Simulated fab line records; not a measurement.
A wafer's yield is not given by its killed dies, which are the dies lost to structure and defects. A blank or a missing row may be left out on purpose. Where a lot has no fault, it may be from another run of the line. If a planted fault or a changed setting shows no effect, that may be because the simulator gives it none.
fab line records || flow sky130 || part 2 of 2: steps 30 to 36 of 36
[record] {"lots": 5, "wafers": 15, "last-day": 50}
route steps=708 shown METAL4@602 CAP2M@603
lots that met no fault: from a run of the same line without faults
start-h: hours from the record's first day to the start of the lot's first wafer shown || wait-h: time in hours since the lot's previous step || " same as the row above || L1.1+2: a single row standing in for several wafers || - no value, or no start was given || * or withheld: withheld || < > ~ a bound
route shown NAME@n: NAME is a module with steps in the file, n the number in the route of the first one || usual: mean/standard deviation taken from wafers without a fault || same: alike in all rows || chamber/n: place in a boat || sites: each site's reading || _std_site: standard deviation of those values || _edge_site: outer sites' mean less inner sites' || radius-mm: for every site, how far away it sits from the centre of the wafer || mask NAME#n: copy n || behind: the tool/chamber that last shaped the wafer || hold: what put the lot on hold/how long, in hours/how the hold closed || device: names the non-switching transistor (n, p or np) || end of line: tests run on the same wafers once the route is complete || where a step has no rows: the recipe by itself || killed: count of dies lost to structure and defects at first sort (not the wafer's yield) || map: a wafer's dies, marking killed ones x, the rest . and places with no die _
set.NAME: the run value of the setting; set.NAME@STEP: its run value at that earlier step || model.NAME: the simulator's own value behind a step, which no gauge read
lots at some steps of the route; a table a step, a row a wafer
services: the hour from which a tool's chamber was out of use, counted from the record's first day as start-h (under 0 if before that day), plus the number of hours and why
[[steps]]
[step SKY_METAL4_DESCUM_15]
[recipe] {"chemistry": "O2", "source-power-w": 150, "bias-power-w": 0, "pressure-mtorr": 10, "temp-c": 40, "time-s": 8}
[usual] {"drypump-motor-current-A": "5.8/0.5", "oes-product-au": "1.008/0.0086", "temp-c": "39.99/0.11"}
{"lot.wafer": "L078.2", "tool": "rie-metal-03", "chamber": 1, "start-h": 1004.88, "wait-h": 0.0, "drypump-motor-current-A": 6.1, "oes-product-au": 1.001, "rf-hours-counter-h": 13, "temp-c": 40.04}
{"lot.wafer": "L078.4", "tool": "rie-metal-03", "chamber": 1, "start-h": 1004.88, "wait-h": 0.0, "drypump-motor-current-A": 6.1, "oes-product-au": 0.993, "rf-hours-counter-h": "-", "temp-c": 39.94}
{"lot.wafer": "L078.5", "tool": "rie-metal-03", "chamber": 1, "start-h": 1004.88, "wait-h": 0.0, "drypump-motor-current-A": 6.1, "oes-product-au": 1.001, "rf-hours-counter-h": "-", "temp-c": 39.97}
{"lot.wafer": "L079.2", "tool": "rie-metal-03", "chamber": 0, "start-h": 1023.38, "wait-h": 0.0, "drypump-motor-current-A": 5.4, "oes-product-au": 1.013, "rf-hours-counter-h": 13, "temp-c": 40.14}
{"lot.wafer": "L079.3", "tool": "rie-metal-03", "chamber": 1, "start-h": 1023.38, "wait-h": 0.0, "drypump-motor-current-A": 6.1, "oes-product-au": 1.005, "rf-hours-counter-h": "-", "temp-c": 39.94}
{"lot.wafer": "L079.5", "tool": "rie-metal-03", "chamber": 0, "start-h": 1023.38, "wait-h": 0.0, "drypump-motor-current-A": 5.4, "oes-product-au": 1.017, "rf-hours-counter-h": "-", "temp-c": 40.29}
{"lot.wafer": "L091.1", "tool": "rie-metal-03", "chamber": 1, "start-h": 1094.88, "wait-h": 0.0, "drypump-motor-current-A": 6.1, "oes-product-au": 1.000, "rf-hours-counter-h": 19, "temp-c": 39.85}
{"lot.wafer": "L091.3", "tool": "rie-metal-03", "chamber": 0, "start-h": 1094.88, "wait-h": 0.0, "drypump-motor-current-A": 5.4, "oes-product-au": 1.011, "rf-hours-counter-h": "-", "temp-c": 40.12}
{"lot.wafer": "L091.5", "tool": "rie-metal-03", "chamber": 0, "start-h": 1094.88, "wait-h": 0.0, "drypump-motor-current-A": 5.4, "oes-product-au": 1.013, "rf-hours-counter-h": "-", "temp-c": 40.00}
{"lot.wafer": "L095.1", "tool": "rie-metal-04", "chamber": 1, "start-h": 1128.66, "wait-h": 0.0, "drypump-motor-current-A": 4.9, "oes-product-au": 1.009, "rf-hours-counter-h": 10, "temp-c": 40.00}
{"lot.wafer": "L095.3", "tool": "rie-metal-04", "chamber": 1, "start-h": 1128.66, "wait-h": 0.0, "drypump-motor-current-A": 4.9, "oes-product-au": 1.006, "rf-hours-counter-h": "-", "temp-c": 39.91}
{"lot.wafer": "L095.6", "tool": "rie-metal-04", "chamber": 1, "start-h": 1128.66, "wait-h": 0.0, "drypump-motor-current-A": 4.9, "oes-product-au": 0.999, "rf-hours-counter-h": "-", "temp-c": 39.78}
{"lot.wafer": "L097.2", "tool": "rie-metal-01", "chamber": 1, "start-h": 1129.03, "wait-h": 0.0, "drypump-motor-current-A": 5.2, "oes-product-au": 1.015, "rf-hours-counter-h": 12, "temp-c": 40.00}
{"lot.wafer": "L097.3", "tool": "rie-metal-01", "chamber": 1, "start-h": 1129.03, "wait-h": 0.0, "drypump-motor-current-A": 5.2, "oes-product-au": 1.012, "rf-hours-counter-h": "-", "temp-c": 40.04}
{"lot.wafer": "L097.6", "tool": "rie-metal-01", "chamber": 1, "start-h": 1129.03, "wait-h": 0.0, "drypump-motor-current-A": 5.2, "oes-product-au": 1.006, "rf-hours-counter-h": "-", "temp-c": 39.90}
[step SKY_METAL4_ETCH_16]
[recipe] {"chemistry": "N2/H2", "target": "BARC", "ion-energy-ev": 200, "bias-w": 100, "pressure-mtorr": 30, "n2-flow-sccm": 100, "h2-flow-sccm": 200, "icp-w": 500, "stop-on": "SiO2", "time-s": 88.2, "target-depth-a": 600}
[usual] {"drypump-motor-current-A": "5.8/0.5", "oes-product-au": "0.626/0.0043", "throttle-valve-pct": "13.206/0.0085"}
{"lot.wafer": "L078.2", "tool": "rie-metal-03", "chamber": 1, "start-h": 1004.92, "wait-h": 0.0, "drypump-motor-current-A": 6.1, "oes-product-au": 0.628, "rf-hours-counter-h": 13, "throttle-valve-pct": 13.213}
{"lot.wafer": "L078.4", "tool": "rie-metal-03", "chamber": 1, "start-h": 1004.92, "wait-h": 0.0, "drypump-motor-current-A": 6.1, "oes-product-au": 0.624, "rf-hours-counter-h": "-", "throttle-valve-pct": 13.210}
{"lot.wafer": "L078.5", "tool": "rie-metal-03", "chamber": 1, "start-h": 1004.92, "wait-h": 0.0, "drypump-motor-current-A": 6.1, "oes-product-au": 0.624, "rf-hours-counter-h": "-", "throttle-valve-pct": 13.191}
{"lot.wafer": "L079.2", "tool": "rie-metal-03", "chamber": 0, "start-h": 1023.42, "wait-h": 0.0, "drypump-motor-current-A": 5.4, "oes-product-au": 0.623, "rf-hours-counter-h": 13, "throttle-valve-pct": 13.213}
{"lot.wafer": "L079.3", "tool": "rie-metal-03", "chamber": 1, "start-h": 1023.42, "wait-h": 0.0, "drypump-motor-current-A": 6.0, "oes-product-au": 0.623, "rf-hours-counter-h": "-", "throttle-valve-pct": 13.195}
{"lot.wafer": "L079.5", "tool": "rie-metal-03", "chamber": 0, "start-h": 1023.42, "wait-h": 0.0, "drypump-motor-current-A": 5.4, "oes-product-au": 0.626, "rf-hours-counter-h": "-", "throttle-valve-pct": 13.195}
{"lot.wafer": "L091.1", "tool": "rie-metal-03", "chamber": 1, "start-h": 1094.92, "wait-h": 0.0, "drypump-motor-current-A": 6.1, "oes-product-au": 0.632, "rf-hours-counter-h": 19, "throttle-valve-pct": 13.217}
{"lot.wafer": "L091.3", "tool": "rie-metal-03", "chamber": 0, "start-h": 1094.92, "wait-h": 0.0, "drypump-motor-current-A": 5.4, "oes-product-au": 0.624, "rf-hours-counter-h": "-", "throttle-valve-pct": 13.191}
{"lot.wafer": "L091.5", "tool": "rie-metal-03", "chamber": 0, "start-h": 1094.92, "wait-h": 0.0, "drypump-motor-current-A": 5.4, "oes-product-au": 0.628, "rf-hours-counter-h": "-", "throttle-valve-pct": 13.218}
{"lot.wafer": "L095.1", "tool": "rie-metal-04", "chamber": 1, "start-h": 1128.69, "wait-h": 0.0, "drypump-motor-current-A": 4.9, "oes-product-au": 0.631, "rf-hours-counter-h": 10, "throttle-valve-pct": 13.217}
{"lot.wafer": "L095.3", "tool": "rie-metal-04", "chamber": 1, "start-h": 1128.69, "wait-h": 0.0, "drypump-motor-current-A": 4.9, "oes-product-au": 0.631, "rf-hours-counter-h": "-", "throttle-valve-pct": 13.201}
{"lot.wafer": "L095.6", "tool": "rie-metal-04", "chamber": 1, "start-h": 1128.69, "wait-h": 0.0, "drypump-motor-current-A": 4.9, "oes-product-au": 0.633, "rf-hours-counter-h": "-", "throttle-valve-pct": 13.213}
{"lot.wafer": "L097.2", "tool": "rie-metal-01", "chamber": 1, "start-h": 1129.07, "wait-h": 0.0, "drypump-motor-current-A": 5.2, "oes-product-au": 0.628, "rf-hours-counter-h": 12, "throttle-valve-pct": 13.198}
{"lot.wafer": "L097.3", "tool": "rie-metal-01", "chamber": 1, "start-h": 1129.07, "wait-h": 0.0, "drypump-motor-current-A": 5.2, "oes-product-au": 0.622, "rf-hours-counter-h": "-", "throttle-valve-pct": 13.209}
{"lot.wafer": "L097.6", "tool": "rie-metal-01", "chamber": 1, "start-h": 1129.07, "wait-h": 0.0, "drypump-motor-current-A": 5.2, "oes-product-au": 0.637, "rf-hours-counter-h": "-", "throttle-valve-pct": 13.209}
[step SKY_METAL4_ETCH_17]
[recipe] {"target": "SiO2", "stop-on": "TiN", "chemistry": "C4F8/O2/Ar", "source-w": 1500, "bias-w": 1200, "pressure-mtorr": 40, "c4f8-flow-sccm": "withheld", "O2_flow_sccm": 6, "Ar_flow_sccm": 300, "time-s": 3.9, "target-depth-a": 150}
[usual] {"oes-product-au": "0.755/0.0077"}
{"lot.wafer": "L078.2", "tool": "rie-diel-03", "chamber": 3, "start-h": 1005.01, "wait-h": 0.1, "oes-product-au": 0.758, "rf-hours-counter-h": 13}
{"lot.wafer": "L078.4", "tool": "rie-diel-03", "chamber": 1, "start-h": 1005.01, "wait-h": 0.1, "oes-product-au": 0.748, "rf-hours-counter-h": "-"}
{"lot.wafer": "L078.5", "tool": "rie-diel-03", "chamber": 2, "start-h": 1005.01, "wait-h": 0.1, "oes-product-au": 0.755, "rf-hours-counter-h": "-"}
{"lot.wafer": "L079.2", "tool": "rie-diel-01", "chamber": 3, "start-h": 1023.51, "wait-h": 0.1, "oes-product-au": 0.749, "rf-hours-counter-h": 1}
{"lot.wafer": "L079.3", "tool": "rie-diel-01", "chamber": 2, "start-h": 1023.51, "wait-h": 0.1, "oes-product-au": 0.751, "rf-hours-counter-h": 14}
{"lot.wafer": "L079.5", "tool": "rie-diel-01", "chamber": 0, "start-h": 1023.51, "wait-h": 0.1, "oes-product-au": 0.754, "rf-hours-counter-h": "-"}
{"lot.wafer": "L091.1", "tool": "rie-diel-01", "chamber": 2, "start-h": 1095.01, "wait-h": 0.1, "oes-product-au": 0.748, "rf-hours-counter-h": 16}
{"lot.wafer": "L091.3", "tool": "rie-diel-01", "chamber": 0, "start-h": 1095.01, "wait-h": 0.1, "oes-product-au": 0.755, "rf-hours-counter-h": 8}
{"lot.wafer": "L091.5", "tool": "rie-diel-01", "chamber": 1, "start-h": 1095.01, "wait-h": 0.1, "oes-product-au": 0.767, "rf-hours-counter-h": "-"}
{"lot.wafer": "L095.1", "tool": "rie-diel-01", "chamber": 0, "start-h": 1128.79, "wait-h": 0.1, "oes-product-au": 0.755, "rf-hours-counter-h": 9}
{"lot.wafer": "L095.3", "tool": "rie-diel-01", "chamber": 3, "start-h": 1128.79, "wait-h": 0.1, "oes-product-au": 0.765, "rf-hours-counter-h": 4}
{"lot.wafer": "L095.6", "tool": "rie-diel-01", "chamber": 0, "start-h": 1128.79, "wait-h": 0.1, "oes-product-au": 0.753, "rf-hours-counter-h": "-"}
{"lot.wafer": "L097.2", "tool": "rie-diel-03", "chamber": 3, "start-h": 1129.17, "wait-h": 0.1, "oes-product-au": 0.753, "rf-hours-counter-h": 17}
{"lot.wafer": "L097.3", "tool": "rie-diel-03", "chamber": 1, "start-h": 1129.17, "wait-h": 0.1, "oes-product-au": 0.756, "rf-hours-counter-h": 22}
{"lot.wafer": "L097.6", "tool": "rie-diel-03", "chamber": 2, "start-h": 1129.17, "wait-h": 0.1, "oes-product-au": 0.756, "rf-hours-counter-h": "-"}
[step SKY_METAL4_METAL_ETCH_18]
[recipe] {"target-depth-a": 8450, "stop-on": "SiO2", "over-etch-frac": 0.3, "time-s": 183.1, "chemistry": "Cl2/BCl3", "resist-sidewall-deg": 88, "pressure-mtorr": 10, "icp-w": 900, "bias-w": 48.5, "Cl2_flow_sccm": 60, "bcl3-flow-sccm": 30}
[usual] {"drypump-motor-current-A": "5.6/0.58", "mfc-cl2-sccm": "59.98/0.17", "oes-product-au": "0.863/0.008", "throttle-valve-pct": "22.265/0.0096"}
{"lot.wafer": "L078.2", "tool": "rie-metal-01", "chamber": 0, "start-h": 1005.03, "wait-h": 0.0, "drypump-motor-current-A": 6.3, "mfc-cl2-sccm": 59.73, "oes-product-au": 0.859, "rf-hours-counter-h": 6, "throttle-valve-pct": 22.263}
{"lot.wafer": "L078.4", "tool": "rie-metal-01", "chamber": 1, "start-h": 1005.03, "wait-h": 0.0, "drypump-motor-current-A": 5.2, "mfc-cl2-sccm": 59.96, "oes-product-au": 0.861, "rf-hours-counter-h": "-", "throttle-valve-pct": 22.254}
{"lot.wafer": "L078.5", "tool": "rie-metal-01", "chamber": 1, "start-h": 1005.03, "wait-h": 0.0, "drypump-motor-current-A": 5.2, "mfc-cl2-sccm": 59.95, "oes-product-au": 0.869, "rf-hours-counter-h": "-", "throttle-valve-pct": 22.258}
{"lot.wafer": "L079.2", "tool": "rie-metal-04", "chamber": 1, "start-h": 1023.53, "wait-h": 0.0, "drypump-motor-current-A": 4.9, "mfc-cl2-sccm": 59.71, "oes-product-au": 0.875, "rf-hours-counter-h": 3, "throttle-valve-pct": 22.281}
{"lot.wafer": "L079.3", "tool": "rie-metal-04", "chamber": 1, "start-h": 1023.53, "wait-h": 0.0, "drypump-motor-current-A": 4.9, "mfc-cl2-sccm": 59.59, "oes-product-au": 0.863, "rf-hours-counter-h": "-", "throttle-valve-pct": 22.256}
{"lot.wafer": "L079.5", "tool": "rie-metal-04", "chamber": 1, "start-h": 1023.53, "wait-h": 0.0, "drypump-motor-current-A": 4.9, "mfc-cl2-sccm": 59.65, "oes-product-au": 0.880, "rf-hours-counter-h": "-", "throttle-valve-pct": 22.264}
{"lot.wafer": "L091.1", "tool": "rie-metal-04", "chamber": 1, "start-h": 1095.03, "wait-h": 0.0, "drypump-motor-current-A": 4.9, "mfc-cl2-sccm": 60.21, "oes-product-au": 0.869, "rf-hours-counter-h": 7, "throttle-valve-pct": 22.277}
{"lot.wafer": "L091.3", "tool": "rie-metal-04", "chamber": 1, "start-h": 1095.03, "wait-h": 0.0, "drypump-motor-current-A": 4.9, "mfc-cl2-sccm": 60.25, "oes-product-au": 0.857, "rf-hours-counter-h": "-", "throttle-valve-pct": 22.265}
{"lot.wafer": "L091.5", "tool": "rie-metal-04", "chamber": 0, "start-h": 1095.03, "wait-h": 0.0, "drypump-motor-current-A": 6.2, "mfc-cl2-sccm": 60.15, "oes-product-au": 0.864, "rf-hours-counter-h": "-", "throttle-valve-pct": 22.241}
{"lot.wafer": "L095.1", "tool": "rie-metal-03", "chamber": 0, "start-h": 1128.81, "wait-h": 0.0, "drypump-motor-current-A": 5.4, "mfc-cl2-sccm": 60.02, "oes-product-au": 0.855, "rf-hours-counter-h": 18, "throttle-valve-pct": 22.265}
{"lot.wafer": "L095.3", "tool": "rie-metal-03", "chamber": 1, "start-h": 1128.81, "wait-h": 0.0, "drypump-motor-current-A": 6.0, "mfc-cl2-sccm": 59.93, "oes-product-au": 0.862, "rf-hours-counter-h": "-", "throttle-valve-pct": 22.247}
{"lot.wafer": "L095.6", "tool": "rie-metal-03", "chamber": 0, "start-h": 1128.81, "wait-h": 0.0, "drypump-motor-current-A": 5.4, "mfc-cl2-sccm": 60.04, "oes-product-au": 0.862, "rf-hours-counter-h": "-", "throttle-valve-pct": 22.265}
{"lot.wafer": "L097.2", "tool": "rie-metal-04", "chamber": 0, "start-h": 1129.18, "wait-h": 0.0, "drypump-motor-current-A": 6.2, "mfc-cl2-sccm": 59.88, "oes-product-au": 0.860, "rf-hours-counter-h": 20, "throttle-valve-pct": 22.273}
{"lot.wafer": "L097.3", "tool": "rie-metal-04", "chamber": 0, "start-h": 1129.18, "wait-h": 0.0, "drypump-motor-current-A": 6.2, "mfc-cl2-sccm": 59.83, "oes-product-au": 0.871, "rf-hours-counter-h": "-", "throttle-valve-pct": 22.269}
{"lot.wafer": "L097.6", "tool": "rie-metal-04", "chamber": 0, "start-h": 1129.18, "wait-h": 0.0, "drypump-motor-current-A": 6.2, "mfc-cl2-sccm": 59.76, "oes-product-au": 0.849, "rf-hours-counter-h": "-", "throttle-valve-pct": 22.274}
[step SKY_METAL4_STRIP_19]
[recipe] {"chemistry": "O2/N2", "power-w": 1400, "pressure-mtorr": 1500, "platen-temp-c": "withheld", "o2-flow-sccm": 3000, "n2-flow-sccm": 300, "overash-fraction": 0.5}
[usual] {"drypump-motor-current-A": "5.8/0.55", "oes-product-au": "0.500/0.0057", "strip-time-to-endpoint-s": "6.49/0.061"}
{"lot.wafer": "L078.2", "tool": "plasma-asher-02", "chamber": 1, "start-h": 1005.21, "wait-h": 0.1, "drypump-motor-current-A": 6.2, "oes-product-au": 0.498, "rf-hours-counter-h": 119, "strip-time-to-endpoint-s": 6.47}
{"lot.wafer": "L078.4", "tool": "plasma-asher-02", "chamber": 0, "start-h": 1005.21, "wait-h": 0.1, "drypump-motor-current-A": 4.9, "oes-product-au": 0.505, "rf-hours-counter-h": "-", "strip-time-to-endpoint-s": 6.50}
{"lot.wafer": "L078.5", "tool": "plasma-asher-02", "chamber": 1, "start-h": 1005.21, "wait-h": 0.1, "drypump-motor-current-A": 6.2, "oes-product-au": 0.513, "rf-hours-counter-h": "-", "strip-time-to-endpoint-s": 6.55}
{"lot.wafer": "L079.2", "tool": "plasma-asher-02", "chamber": 0, "start-h": 1023.71, "wait-h": 0.1, "drypump-motor-current-A": 4.9, "oes-product-au": 0.500, "rf-hours-counter-h": 121, "strip-time-to-endpoint-s": 6.41}
{"lot.wafer": "L079.3", "tool": "plasma-asher-02", "chamber": 1, "start-h": 1023.71, "wait-h": 0.1, "drypump-motor-current-A": 6.2, "oes-product-au": 0.494, "rf-hours-counter-h": "-", "strip-time-to-endpoint-s": 6.42}
{"lot.wafer": "L079.5", "tool": "plasma-asher-02", "chamber": 1, "start-h": 1023.71, "wait-h": 0.1, "drypump-motor-current-A": 6.1, "oes-product-au": 0.503, "rf-hours-counter-h": "-", "strip-time-to-endpoint-s": 6.45}
{"lot.wafer": "L091.1", "tool": "plasma-asher-01", "chamber": 1, "start-h": 1095.21, "wait-h": 0.1, "drypump-motor-current-A": 5.7, "oes-product-au": 0.504, "rf-hours-counter-h": 67, "strip-time-to-endpoint-s": 6.48}
{"lot.wafer": "L091.3", "tool": "plasma-asher-01", "chamber": 1, "start-h": 1095.21, "wait-h": 0.1, "drypump-motor-current-A": 5.7, "oes-product-au": 0.500, "rf-hours-counter-h": "-", "strip-time-to-endpoint-s": 6.44}
{"lot.wafer": "L091.5", "tool": "plasma-asher-01", "chamber": 1, "start-h": 1095.21, "wait-h": 0.1, "drypump-motor-current-A": 5.7, "oes-product-au": 0.489, "rf-hours-counter-h": "-", "strip-time-to-endpoint-s": 6.48}
{"lot.wafer": "L095.1", "tool": "plasma-asher-02", "chamber": 0, "start-h": 1128.98, "wait-h": 0.1, "drypump-motor-current-A": 4.9, "oes-product-au": 0.494, "rf-hours-counter-h": 7, "strip-time-to-endpoint-s": 6.39}
{"lot.wafer": "L095.3", "tool": "plasma-asher-02", "chamber": 0, "start-h": 1128.98, "wait-h": 0.1, "drypump-motor-current-A": 4.9, "oes-product-au": 0.509, "rf-hours-counter-h": "-", "strip-time-to-endpoint-s": 6.62}
{"lot.wafer": "L095.6", "tool": "plasma-asher-02", "chamber": 1, "start-h": 1128.98, "wait-h": 0.1, "drypump-motor-current-A": 6.1, "oes-product-au": 0.498, "rf-hours-counter-h": "-", "strip-time-to-endpoint-s": 6.32}
{"lot.wafer": "L097.2", "tool": "plasma-asher-04", "chamber": 0, "start-h": 1129.36, "wait-h": 0.1, "drypump-motor-current-A": 6.6, "oes-product-au": 0.494, "rf-hours-counter-h": 98, "strip-time-to-endpoint-s": 6.50}
{"lot.wafer": "L097.3", "tool": "plasma-asher-04", "chamber": 1, "start-h": 1129.36, "wait-h": 0.1, "drypump-motor-current-A": 5.5, "oes-product-au": 0.500, "rf-hours-counter-h": "-", "strip-time-to-endpoint-s": 6.47}
{"lot.wafer": "L097.6", "tool": "plasma-asher-04", "chamber": 1, "start-h": 1129.36, "wait-h": 0.1, "drypump-motor-current-A": 5.4, "oes-product-au": 0.510, "rf-hours-counter-h": "-", "strip-time-to-endpoint-s": 6.54}
[step SKY_METAL4_STRIP_20]
[recipe] {"chemistry": "post-etch-residue-remover", "time-s": 1200, "temp-c": 72.5}
[usual] {"bath-heat-duty-pct": "14.8/1.6", "temp-c": "72.50/0.11"}
{"lot.wafer": "L078.2", "tool": "wet-bench-01", "chamber": 3, "start-h": 1005.31, "wait-h": 0.1, "bath-heat-duty-pct": 14.7, "temp-c": 72.40}
{"lot.wafer": "L078.4", "tool": "wet-bench-01", "chamber": 3, "start-h": 1005.31, "wait-h": 0.1, "bath-heat-duty-pct": 15.3, "temp-c": 72.56}
{"lot.wafer": "L078.5", "tool": "wet-bench-01", "chamber": 3, "start-h": 1005.31, "wait-h": 0.1, "bath-heat-duty-pct": 12.7, "temp-c": 72.59}
{"lot.wafer": "L079.2", "tool": "wet-bench-01", "chamber": 1, "start-h": 1023.81, "wait-h": 0.1, "bath-heat-duty-pct": 16.0, "temp-c": 72.71}
{"lot.wafer": "L079.3", "tool": "wet-bench-01", "chamber": 1, "start-h": 1023.81, "wait-h": 0.1, "bath-heat-duty-pct": 16.9, "temp-c": 72.59}
{"lot.wafer": "L079.5", "tool": "wet-bench-01", "chamber": 1, "start-h": 1023.81, "wait-h": 0.1, "bath-heat-duty-pct": 15.0, "temp-c": 72.47}
{"lot.wafer": "L091.1", "tool": "wet-bench-02", "chamber": 3, "start-h": 1095.31, "wait-h": 0.1, "bath-heat-duty-pct": 13.1, "temp-c": 72.67}
{"lot.wafer": "L091.3", "tool": "wet-bench-02", "chamber": 3, "start-h": 1095.31, "wait-h": 0.1, "bath-heat-duty-pct": 12.6, "temp-c": 72.50}
{"lot.wafer": "L091.5", "tool": "wet-bench-02", "chamber": 3, "start-h": 1095.31, "wait-h": 0.1, "bath-heat-duty-pct": 12.4, "temp-c": 72.68}
{"lot.wafer": "L095.1", "tool": "wet-bench-04", "chamber": 3, "start-h": 1129.08, "wait-h": 0.1, "bath-heat-duty-pct": 16.9, "temp-c": 72.51}
{"lot.wafer": "L095.3", "tool": "wet-bench-04", "chamber": 3, "start-h": 1129.08, "wait-h": 0.1, "bath-heat-duty-pct": 18.3, "temp-c": 72.46}
{"lot.wafer": "L095.6", "tool": "wet-bench-04", "chamber": 3, "start-h": 1129.08, "wait-h": 0.1, "bath-heat-duty-pct": 16.4, "temp-c": 72.53}
{"lot.wafer": "L097.2", "tool": "wet-bench-02", "chamber": 1, "start-h": 1129.46, "wait-h": 0.1, "bath-heat-duty-pct": 15.7, "temp-c": 72.56}
{"lot.wafer": "L097.3", "tool": "wet-bench-02", "chamber": 1, "start-h": 1129.46, "wait-h": 0.1, "bath-heat-duty-pct": 15.1, "temp-c": 72.43}
{"lot.wafer": "L097.6", "tool": "wet-bench-02", "chamber": 1, "start-h": 1129.46, "wait-h": 0.1, "bath-heat-duty-pct": 16.9, "temp-c": 72.51}
[step SKY_METAL4_CLEAN_21]
[recipe] {"chemistry": "IPA", "time-s": 180, "temp-c": 25}
[usual] {"bath-heat-duty-pct": "6.3/0.78", "temp-c": "25.01/0.11"}
{"lot.wafer": "L078.2", "tool": "wet-bench-04", "chamber": 0, "start-h": 1005.99, "wait-h": 0.0, "bath-heat-duty-pct": 7.3, "temp-c": 24.92}
{"lot.wafer": "L078.4", "tool": "wet-bench-04", "chamber": 0, "start-h": 1005.99, "wait-h": 0.0, "bath-heat-duty-pct": 6.2, "temp-c": 24.92}
{"lot.wafer": "L078.5", "tool": "wet-bench-04", "chamber": 0, "start-h": 1005.99, "wait-h": 0.0, "bath-heat-duty-pct": 6.5, "temp-c": 24.79}
{"lot.wafer": "L079.2", "tool": "wet-bench-04", "chamber": 0, "start-h": 1024.18, "wait-h": 0.0, "bath-heat-duty-pct": 6.6, "temp-c": 25.10}
{"lot.wafer": "L079.3", "tool": "wet-bench-04", "chamber": 0, "start-h": 1024.18, "wait-h": 0.0, "bath-heat-duty-pct": 6.9, "temp-c": 24.99}
{"lot.wafer": "L079.5", "tool": "wet-bench-04", "chamber": 0, "start-h": 1024.18, "wait-h": 0.0, "bath-heat-duty-pct": 6.5, "temp-c": 25.05}
{"lot.wafer": "L091.1", "tool": "wet-bench-01", "chamber": 2, "start-h": 1095.65, "wait-h": 0.0, "bath-heat-duty-pct": 5.2, "temp-c": 24.88}
{"lot.wafer": "L091.3", "tool": "wet-bench-01", "chamber": 2, "start-h": 1095.65, "wait-h": 0.0, "bath-heat-duty-pct": 5.7, "temp-c": 24.87}
{"lot.wafer": "L091.5", "tool": "wet-bench-01", "chamber": 2, "start-h": 1095.65, "wait-h": 0.0, "bath-heat-duty-pct": 5.8, "temp-c": 24.94}
{"lot.wafer": "L095.1", "tool": "wet-bench-01", "chamber": 3, "start-h": 1129.43, "wait-h": 0.0, "bath-heat-duty-pct": 6.1, "temp-c": 24.97}
{"lot.wafer": "L095.3", "tool": "wet-bench-01", "chamber": 3, "start-h": 1129.43, "wait-h": 0.0, "bath-heat-duty-pct": 5.5, "temp-c": 24.97}
{"lot.wafer": "L095.6", "tool": "wet-bench-01", "chamber": 3, "start-h": 1129.43, "wait-h": 0.0, "bath-heat-duty-pct": 7.0, "temp-c": 24.84}
{"lot.wafer": "L097.2", "tool": "wet-bench-01", "chamber": 2, "start-h": 1129.80, "wait-h": 0.0, "bath-heat-duty-pct": 5.8, "temp-c": 24.83}
{"lot.wafer": "L097.3", "tool": "wet-bench-01", "chamber": 2, "start-h": 1129.80, "wait-h": 0.0, "bath-heat-duty-pct": 5.6, "temp-c": 25.03}
{"lot.wafer": "L097.6", "tool": "wet-bench-01", "chamber": 2, "start-h": 1129.80, "wait-h": 0.0, "bath-heat-duty-pct": 5.6, "temp-c": 24.86}
[[services]]
{"tool": "wet-bench-02", "chamber": "-", "start-h": 936.41, "hours": 4.4, "kind": "pm"}
{"tool": "krf-scanner-01", "chamber": "-", "start-h": 946.20, "hours": 3.2, "kind": "repair"}
{"tool": "iline-stepper-01", "chamber": "-", "start-h": 950.75, "hours": 3.3, "kind": "repair"}
{"tool": "plasma-asher-02", "chamber": "-", "start-h": 961.62, "hours": 2.8, "kind": "pm"}
{"tool": "krf-scanner-01", "chamber": "-", "start-h": 962.78, "hours": 0.3, "kind": "repair"}
{"tool": "krf-scanner-01", "chamber": "-", "start-h": 966.14, "hours": 0.8, "kind": "pm"}
{"tool": "krf-scanner-01", "chamber": "-", "start-h": 969.90, "hours": 3.0, "kind": "pm"}
{"tool": "plasma-asher-04", "chamber": "-", "start-h": 980.43, "hours": 0.8, "kind": "repair"}
{"tool": "krf-scanner-01", "chamber": "-", "start-h": 985.22, "hours": 1.3, "kind": "pm"}
{"tool": "wet-bench-01", "chamber": "-", "start-h": 985.37, "hours": 1.9, "kind": "pm"}
{"tool": "rie-metal-01", "chamber": 1, "start-h": 985.62, "hours": 5.7, "kind": "repair"}
{"tool": "krf-scanner-01", "chamber": "-", "start-h": 995.18, "hours": 11.2, "kind": "repair"}
{"tool": "plasma-asher-04", "chamber": "-", "start-h": 995.73, "hours": 13.3, "kind": "repair"}
{"tool": "pvd-sputter-02", "chamber": "-", "start-h": 1007.90, "hours": 8.5, "kind": "repair"}
{"tool": "iline-stepper-01", "chamber": "-", "start-h": 1043.23, "hours": 1.7, "kind": "pm"}
{"tool": "krf-scanner-01", "chamber": "-", "start-h": 1044.90, "hours": 3.6, "kind": "pm"}
{"tool": "plasma-asher-03", "chamber": "-", "start-h": 1047.80, "hours": 0.5, "kind": "repair"}
{"tool": "plasma-asher-02", "chamber": "-", "start-h": 1055.25, "hours": 9.0, "kind": "pm"}
{"tool": "krf-scanner-01", "chamber": "-", "start-h": 1065.85, "hours": 1.0, "kind": "pm"}
{"tool": "krf-scanner-01", "chamber": "-", "start-h": 1072.48, "hours": 0.5, "kind": "repair"}
{"tool": "plasma-asher-03", "chamber": "-", "start-h": 1087.50, "hours": 1.7, "kind": "repair"}
{"tool": "rie-diel-01", "chamber": "-", "start-h": 1089.39, "hours": 2.8, "kind": "pm"}
{"tool": "krf-scanner-01", "chamber": "-", "start-h": 1107.57, "hours": 0.8, "kind": "pm"}
{"tool": "rie-metal-03", "chamber": "-", "start-h": 1110.14, "hours": 14.6, "kind": "pm"}
